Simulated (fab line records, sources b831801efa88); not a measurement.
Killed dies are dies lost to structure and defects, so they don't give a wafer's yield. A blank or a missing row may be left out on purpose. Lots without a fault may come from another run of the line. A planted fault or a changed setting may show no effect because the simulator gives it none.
Which tool did it? | flow sky130 | 6 lots, 18 wafers sampled, at 1 step of a route of 708

WHAT THE GAUGES READ, wafer by wafer
SKY_METAL2_RS_MEAS_05: measures by four-point-probe.
lot  | measured     | on            | METAL2_ALCU_RS (ohm/sq)
L907 | day 33 16:20 | film_metro-01 | 0.1298 0.1301 0.1297
L910 | day 34 18:30 | film_metro-03 | 0.1252 0.1249 0.1256
L912 | day 35 21:10 | film_metro-01 | 0.1274 0.1265 0.1248
L918 | day 37 13:25 | film_metro-03 | 0.1277 0.1273 0.1276
L919 | day 38 01:13 | film_metro-02 | 0.1264 0.1267 0.1267
L921 | day 38 13:08 | film_metro-03 | 0.1255 0.1233 0.1237

WHICH TOOL RAN EACH LOT (tool, then ch and the chambers of the sampled wafers, then the start)
The record holds no process step before these readings.

THE ANSWER, worked out from the rows above alone
Rule: what is usual is taken from the lots themselves. Put in order of their means at a reading, lots are off if they are a third of the lots or fewer, leave a main group of 4 or more, and stand apart from it by a gap of 3 or more times the standard deviation of the main group's means; of several such gaps the widest counts. A main group whose means are all the same, to the digits that the tables above print for the reading, isn't used. A lot without any number at a reading at which 4 lots or more have one is off too. The other lots that the step has rows for count as sound.
No lot is off at any reading shown: from this, nothing can be told.

WHAT THE SIMULATOR HAD PUT IN
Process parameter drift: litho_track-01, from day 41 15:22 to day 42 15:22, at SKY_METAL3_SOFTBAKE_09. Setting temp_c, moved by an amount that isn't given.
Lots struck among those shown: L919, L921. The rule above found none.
